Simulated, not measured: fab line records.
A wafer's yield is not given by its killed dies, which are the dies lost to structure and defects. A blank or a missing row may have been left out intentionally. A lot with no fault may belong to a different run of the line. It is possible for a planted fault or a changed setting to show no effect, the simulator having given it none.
fab line records	flow gf180mcu
record lots=11	wafers=33	last-day=34
route steps=602 shown POLY_GATE@175 HV_LDD@186 NSD@244
lots with no fault: from the same line, run without faults
start-h: start of the lot's first displayed wafer, in hours after the record's first day	wait-h: hours from the lot's prior step to this one	" unchanged from the row above	L1.1+2: a row that stands for several wafers	- value missing, or start not given	* or withheld: withheld	< > ~ a bound
route shown NAME@n: a module of which the file shows steps, and the number in the route of the first	usual: the fault-free wafers' mean and standard deviation	same: alike in all rows	chamber/n: place in a boat	sites: per-site readings	_std_site: their standard deviation	_edge_site: outer sites' mean less inner sites'	radius-mm: for every site, how far away it sits from the centre of the wafer	mask NAME#n: copy n	behind: the tool/chamber that last shaped the wafer	hold: cause of the lot's hold/its duration in hours/its outcome	device: names the non-switching transistor (n, p or np)	end of line: tests of these same wafers at the route's end	a step without rows: its recipe alone	killed: count of dies lost to structure and defects at first sort (not the wafer's yield)	map: per-die view of a wafer (x killed, . not killed, _ where there is no die)
set.NAME: setting as actually run; set.NAME@STEP: the setting as run at that earlier step	model.NAME: the simulator's own value behind a step, which no gauge read
a sample of lots followed through the steps of the route, with each step as a table and each wafer as a row
services: when a tool's chamber went out of use (start-h, in hours from the record's first day, below 0 if earlier), for how many hours, and the reason
## steps
# step GF_POLY_GATE_CD_MEAS_18
# usual cd-nm=279.1/1.8
lot.wafer	tool	chamber	start-h	wait-h	cd-nm
L321.3	cd-sem-01	-	204.50	0.1	281.1
L321.4	"	-	"	"	279.5
L321.5	"	-	"	"	280.4
L322.4	cd-sem-02	-	213.45	0.1	280.9
L322.5	"	-	"	"	279.5
L322.6	"	-	"	"	278.3
L324.1	cd-sem-01	-	235.91	0.1	277.5
L324.3	"	-	"	"	279.1
L324.5	"	-	"	"	276.2
L325.1	cd-sem-01	-	245.51	0.1	279.0
L325.2	"	-	"	"	277.7
L325.5	"	-	"	"	279.5
L327.2	cd-sem-02	-	252.26	0.1	282.8
L327.4	"	-	"	"	281.4
L327.6	"	-	"	"	283.9
L328.3	cd-sem-01	-	265.11	0.1	276.2
L328.4	"	-	"	"	276.1
L328.5	"	-	"	"	277.3
L336.1	cd-sem-02	-	314.00	0.1	278.4
L336.4	"	-	"	"	278.0
L336.5	"	-	"	"	278.9
L337.2	cd-sem-01	-	322.04	0.1	277.5
L337.3	"	-	"	"	277.4
L337.4	"	-	"	"	279.2
L339.1	cd-sem-01	-	337.00	0.1	281.3
L339.3	"	-	"	"	282.1
L339.4	"	-	"	"	282.7
L340.1	cd-sem-01	-	344.25	0.1	279.6
L340.2	"	-	"	"	279.8
L340.3	"	-	"	"	279.3
L341.1	cd-sem-01	-	349.81	0.1	279.2
L341.2	"	-	"	"	280.1
L341.6	"	-	"	"	278.9
# step GF_HV_LDD_STRIP_10
# recipe chemistry=O2/N2	power-w=1400	pressure-mtorr=1500	platen-temp-c=250	o2-flow-sccm=3000	n2-flow-sccm=300	overash-fraction=0.5
# usual drypump-motor-current-A=5.9/0.37	heater-power-w=337/13	oes-product-au=0.716/0.0046	strip-time-to-endpoint-s=12.62/0.031
lot.wafer	tool	chamber	start-h	wait-h	drypump-motor-current-A	heater-power-w	oes-product-au	rf-hours-counter-h	strip-time-to-endpoint-s
L321.3	plasma-asher-04	0	221.91	0.1	6.1	346	0.726	-	12.62
L321.4	"	1	"	"	5.3	329	0.712	-	12.59
L321.5	"	0	"	"	6.1	357	0.721	-	12.59
L322.4	plasma-asher-04	0	231.98	0.1	6.1	359	0.719	-	12.64
L322.5	"	1	"	"	5.3	326	0.719	-	12.64
L322.6	"	0	"	"	6.1	367	0.716	-	12.59
L324.1	plasma-asher-04	1	254.53	0.1	5.3	333	0.715	13	12.68
L324.3	"	0	"	"	6.0	364	0.715	-	12.64
L324.5	"	0	"	"	6.1	353	0.720	-	12.64
L325.1	plasma-asher-04	1	264.38	0.1	5.3	327	0.708	14	12.67
L325.2	"	0	"	"	6.1	345	0.710	14	12.62
L325.5	"	1	"	"	5.3	332	0.714	-	12.67
L327.2	plasma-asher-03	1	272.23	0.1	6.5	333	0.713	49	12.59
L327.4	"	1	"	"	6.5	330	0.715	-	12.63
L327.6	"	0	"	"	5.8	331	0.718	-	12.59
L328.3	plasma-asher-03	1	285.15	0.1	6.5	345	0.711	-	12.58
L328.4	"	0	"	"	5.7	334	0.717	-	12.59
L328.5	"	0	"	"	5.7	343	0.725	-	12.65
L336.1	plasma-asher-03	0	335.25	0.1	5.8	331	0.717	55	12.58
L336.4	"	1	"	"	6.5	330	0.715	-	12.61
L336.5	"	1	"	"	6.5	332	0.723	-	12.58
L337.2	plasma-asher-01	0	343.00	0.1	6.0	329	0.725	72	12.62
L337.3	"	0	"	"	6.0	329	0.717	-	12.65
L337.4	"	1	"	"	6.0	350	0.717	-	12.70
L339.1	plasma-asher-01	1	359.10	0.1	6.0	351	0.716	74	12.54
L339.3	"	0	"	"	6.0	327	0.720	-	12.58
L339.4	"	1	"	"	6.0	347	0.708	-	12.62
L340.1	plasma-asher-04	0	365.88	0.1	6.1	360	0.713	24	12.60
L340.2	"	1	"	"	5.3	330	0.723	24	12.64
L340.3	"	0	"	"	6.1	360	0.719	-	12.62
L341.1	plasma-asher-04	0	372.15	0.1	6.1	366	0.715	25	12.68
L341.2	"	1	"	"	5.3	327	0.707	25	12.65
L341.6	"	0	"	"	6.1	360	0.720	-	12.63
# step GF_HV_LDD_STRIP_37
# recipe chemistry=O2/N2	power-w=1400	pressure-mtorr=1500	platen-temp-c=250	o2-flow-sccm=3000	n2-flow-sccm=300	overash-fraction=0.5
# usual drypump-motor-current-A=5.9/0.4	heater-power-w=338/14	oes-product-au=0.716/0.0052	strip-time-to-endpoint-s=12.63/0.042
lot.wafer	tool	chamber	start-h	wait-h	drypump-motor-current-A	heater-power-w	oes-product-au	rf-hours-counter-h	strip-time-to-endpoint-s
L321.3	plasma-asher-01	0	258.31	0.1	6.0	328	0.708	-	12.58
L321.4	"	1	"	"	5.9	340	0.718	-	12.61
L321.5	"	0	"	"	6.0	325	0.722	-	12.58
L322.4	plasma-asher-04	1	270.47	0.1	5.3	331	0.718	-	12.61
L322.5	"	0	"	"	6.1	363	0.718	-	12.59
L322.6	"	1	"	"	5.3	333	0.718	-	12.58
L324.1	plasma-asher-04	0	295.43	0.1	6.1	362	0.714	17	12.59
L324.3	"	0	"	"	6.1	350	0.720	-	12.58
L324.5	"	1	"	"	5.3	324	0.714	-	12.59
L325.1	plasma-asher-03	0	305.45	0.1	5.7	332	0.719	52	12.59
L325.2	"	1	"	"	6.6	334	0.717	52	12.57
L325.5	"	1	"	"	6.5	334	0.715	-	12.60
L327.2	plasma-asher-03	0	312.80	0.1	5.7	329	0.712	53	12.66
L327.4	"	0	"	"	5.8	341	0.711	-	12.62
L327.6	"	0	"	"	5.7	329	0.711	-	12.64
L328.3	plasma-asher-01	1	327.53	0.1	6.0	340	0.717	-	12.68
L328.4	"	0	"	"	6.0	326	0.705	-	12.64
L328.5	"	0	"	"	6.0	323	0.713	-	12.67
L336.1	plasma-asher-03	0	380.21	0.1	5.7	332	0.717	60	12.68
L336.4	"	0	"	"	5.8	335	0.713	-	12.63
L336.5	"	0	"	"	5.8	342	0.720	-	12.65
L337.2	plasma-asher-04	1	387.65	0.1	5.3	321	0.709	26	12.63
L337.3	"	0	"	"	6.1	361	0.713	-	12.65
L337.4	"	1	"	"	5.3	331	0.712	-	12.68
L339.1	plasma-asher-04	0	404.78	0.1	6.0	362	0.718	28	12.62
L339.3	"	1	"	"	5.3	324	0.720	-	12.60
L339.4	"	0	"	"	6.1	364	0.707	-	12.60
L340.1	plasma-asher-04	0	412.90	0.1	6.1	366	0.717	29	12.58
L340.2	"	1	"	"	5.3	332	0.720	29	12.59
L340.3	"	1	"	"	5.3	336	0.714	-	12.59
L341.1	plasma-asher-03	0	418.38	0.1	5.8	335	0.709	64	12.60
L341.2	"	1	"	"	6.5	340	0.716	64	12.61
L341.6	"	1	"	"	6.5	329	0.713	-	12.62
# step GF_NSD_IMPLANT_09
# recipe species=As	energy-kev=60	dose-cm2=4e+15	tilt-deg=7
# usual beam-energy-keV=60.002/0.019
lot.wafer	tool	chamber	start-h	wait-h	beam-energy-keV
L321.3	implanter-02	0	300.85	0.1	59.991
L321.4	"	0	"	"	60.010
L321.5	"	0	"	"	60.004
L322.4	implanter-04	0	313.82	0.1	60.022
L322.5	"	0	"	"	59.998
L322.6	"	0	"	"	60.009
L324.1	implanter-02	0	340.18	0.0	60.003
L324.3	"	0	"	"	60.002
L324.5	"	0	"	"	59.984
L325.1	implanter-02	0	351.45	0.0	64.958
L325.2	"	0	"	"	64.969
L325.5	"	0	"	"	64.955
L327.2	implanter-02	0	358.32	0.0	64.923
L327.4	"	0	"	"	64.926
L327.6	"	0	"	"	64.949
L328.3	implanter-04	0	374.13	0.1	60.003
L328.4	"	0	"	"	59.997
L328.5	"	0	"	"	59.990
L336.1	implanter-02	0	430.09	0.0	59.980
L336.4	"	0	"	"	59.993
L336.5	"	0	"	"	60.004
L337.2	implanter-03	0	438.21	0.0	60.014
L337.3	"	0	"	"	59.994
L337.4	"	0	"	"	59.980
L339.1	implanter-03	0	456.60	0.0	60.021
L339.3	"	0	"	"	60.048
L339.4	"	0	"	"	60.029
L340.1	implanter-03	0	464.88	0.0	60.009
L340.2	"	0	"	"	60.024
L340.3	"	0	"	"	60.011
L341.1	implanter-02	0	469.83	0.0	60.000
L341.2	"	0	"	"	60.002
L341.6	"	0	"	"	59.975
# step GF_NSD_STRIP_11
# recipe chemistry=O2/N2	power-w=1400	pressure-mtorr=1500	platen-temp-c=250	o2-flow-sccm=3000	n2-flow-sccm=300	overash-fraction=0.5
# usual drypump-motor-current-A=6.0/0.39	heater-power-w=339/18	oes-product-au=0.487/0.0045	strip-time-to-endpoint-s=22.96/0.043
lot.wafer	tool	chamber	start-h	wait-h	drypump-motor-current-A	heater-power-w	oes-product-au	rf-hours-counter-h	strip-time-to-endpoint-s
L321.3	plasma-asher-03	0	301.13	0.1	5.8	327	0.485	-	22.92
L321.4	"	1	"	"	6.4	323	0.489	-	22.89
L321.5	"	1	"	"	6.5	323	0.490	-	22.90
L322.4	plasma-asher-02	1	314.07	0.1	5.4	371	0.490	-	22.96
L322.5	"	1	"	"	5.4	371	0.488	-	22.94
L322.6	"	0	"	"	6.1	314	0.488	-	22.96
L324.1	plasma-asher-01	0	340.48	0.1	6.0	331	0.494	72	23.02
L324.3	"	0	"	"	6.1	326	0.494	-	23.01
L324.5	"	1	"	"	6.0	345	0.489	-	23.00
L325.1	plasma-asher-03	0	351.75	0.1	5.8	332	0.477	57	23.72
L325.2	"	1	"	"	6.5	330	0.476	57	23.73
L325.5	"	0	"	"	5.8	340	0.479	-	23.70
L327.2	plasma-asher-02	1	358.60	0.1	5.4	374	0.481	73	23.70
L327.4	"	1	"	"	5.4	377	0.470	-	23.72
L327.6	"	0	"	"	6.1	319	0.486	-	23.70
L328.3	plasma-asher-03	1	374.42	0.1	6.5	344	0.490	-	22.91
L328.4	"	0	"	"	5.8	330	0.487	-	22.95
L328.5	"	1	"	"	6.5	338	0.492	-	22.98
L336.1	plasma-asher-03	1	430.39	0.1	6.5	332	0.478	66	22.94
L336.4	"	1	"	"	6.5	330	0.492	-	22.96
L336.5	"	1	"	"	6.5	337	0.485	-	22.95
L337.2	plasma-asher-02	1	438.49	0.1	5.4	373	0.487	1	22.95
L337.3	"	0	"	"	6.1	323	0.487	-	22.95
L337.4	"	1	"	"	5.4	384	0.485	-	23.01
L339.1	plasma-asher-03	1	456.90	0.1	6.5	331	0.484	69	22.93
L339.3	"	1	"	"	6.5	327	0.487	-	22.95
L339.4	"	0	"	"	5.7	335	0.483	-	22.94
L340.1	plasma-asher-01	1	465.18	0.1	6.0	345	0.492	84	22.98
L340.2	"	0	"	"	6.0	330	0.493	84	22.99
L340.3	"	0	"	"	6.0	328	0.489	-	23.00
L341.1	plasma-asher-01	0	470.13	0.1	6.0	331	0.488	84	22.93
L341.2	"	1	"	"	5.9	347	0.490	84	22.92
L341.6	"	0	"	"	6.0	317	0.490	-	22.90
# step GF_PSD_RS_MEAS_14
# recipe thk-meas-gauge=four-point-probe
# usual NSD_RS=46.17/0.096
lot.wafer	tool	chamber	start-h	wait-h	hold	NSD_RS[ohm/sq]
L321.3	film-metro-03	-	322.22	0.1	-	46.22
L321.4	"	-	"	"	-	46.21
L321.5	"	-	"	"	-	46.32
L322.4	film-metro-02	-	335.84	0.1	-	46.18
L322.5	"	-	"	"	-	46.12
L322.6	"	-	"	"	-	46.15
L324.1	film-metro-01	-	362.33	0.1	-	46.03
L324.3	"	-	"	"	-	46.07
L324.5	"	-	"	"	-	46.13
L325.1	film-metro-03	-	373.83	0.1	await-dispo/0.2h/release	44.65
L325.2	"	-	"	"	await-dispo/0.2h/release	44.70
L325.5	"	-	"	"	await-dispo/0.2h/release	44.78
L325.1	film-metro-03	-	374.12	0.3	-	44.77
L325.2	"	-	"	"	-	44.67
L325.5	"	-	"	"	-	44.71
L327.2	film-metro-03	-	381.49	0.1	await-dispo/0.2h/release	44.70
L327.4	"	-	"	"	await-dispo/0.2h/release	44.78
L327.6	"	-	"	"	await-dispo/0.2h/release	44.83
L327.2	film-metro-03	-	381.78	0.3	-	44.77
L327.4	"	-	"	"	-	44.67
L327.6	"	-	"	"	-	44.68
L328.3	film-metro-03	-	396.97	0.1	-	46.29
L328.4	"	-	"	"	-	46.16
L328.5	"	-	"	"	-	46.23
L336.1	film-metro-03	-	454.97	0.1	-	46.23
L336.4	"	-	"	"	-	46.26
L336.5	"	-	"	"	-	46.12
L337.2	film-metro-03	-	463.89	0.1	-	46.14
L337.3	"	-	"	"	-	46.12
L337.4	"	-	"	"	-	46.19
L339.1	film-metro-02	-	481.44	0.1	-	46.01
L339.3	"	-	"	"	-	46.03
L339.4	"	-	"	"	-	45.96
L340.1	film-metro-03	-	489.44	0.1	-	46.37
L340.2	"	-	"	"	-	46.26
L340.3	"	-	"	"	-	46.29
L341.1	film-metro-01	-	494.45	0.1	-	46.19
L341.2	"	-	"	"	-	46.12
L341.6	"	-	"	"	-	46.17
## services
tool	chamber	start-h	hours	kind
implanter-03	-	212.37	5.2	pm
implanter-02	-	217.26	4.1	pm
implanter-03	-	217.58	7.2	pm
plasma-asher-04	-	238.44	5.7	repair
implanter-02	-	292.11	2.5	pm
plasma-asher-03	-	309.59	0.8	repair
implanter-03	-	326.84	2.8	repair
plasma-asher-03	-	331.52	0.7	repair
implanter-02	-	363.13	1.2	repair
plasma-asher-01	-	367.58	0.9	repair
plasma-asher-01	-	408.88	12.6	pm
plasma-asher-02	-	421.25	9.0	pm
plasma-asher-02	0	421.25	9.0	vent-cycle
plasma-asher-02	1	421.25	9.0	vent-cycle
implanter-04	-	428.20	10.3	pm
plasma-asher-02	0	430.25	-	clean
plasma-asher-02	1	430.25	-	clean
implanter-02	-	456.50	5.0	pm
## key
first-sign step=GF_NSD_IMPLANT_09	reading=beam-energy-keV	direction=up	sigmas=99+	usual=60.002	struck=64.946
effect step=GF_NSD_STRIP_11	reading=strip-time-to-endpoint-s	direction=up	sigmas=17	usual=*	struck=*
effect step=GF_PSD_RS_MEAS_14	reading=visit	direction=added
effect step=GF_PSD_RS_MEAS_14	reading=NSD_RS	direction=down	sigmas=15	usual=46.17	struck=44.74
met-at GF_NSD_IMPLANT_09
struck-lots L325,L327
tester-left-out L325,L327
not-acting-at GF_POLY_GATE_CD_MEAS_18,GF_HV_LDD_STRIP_10,GF_HV_LDD_STRIP_37
onset-between 340.18 351.45
fault kind=process-parameter-drift	tool=implanter-02	chamber=-	onset-h=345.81	steps=GF_NSD_IMPLANT_09	channel=energy-kev	offset=4.9405	shape=step	end-h=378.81	acts-in=these-recipes-only	stated=60
# tester-left-out: of these lots the tester's yield and bins aren't shown, on N5 and GAA mostly nor the transistor test; their killed dies are dies lost to structure and defects alone, not to doping, threshold or leakage, so they don't give the yield
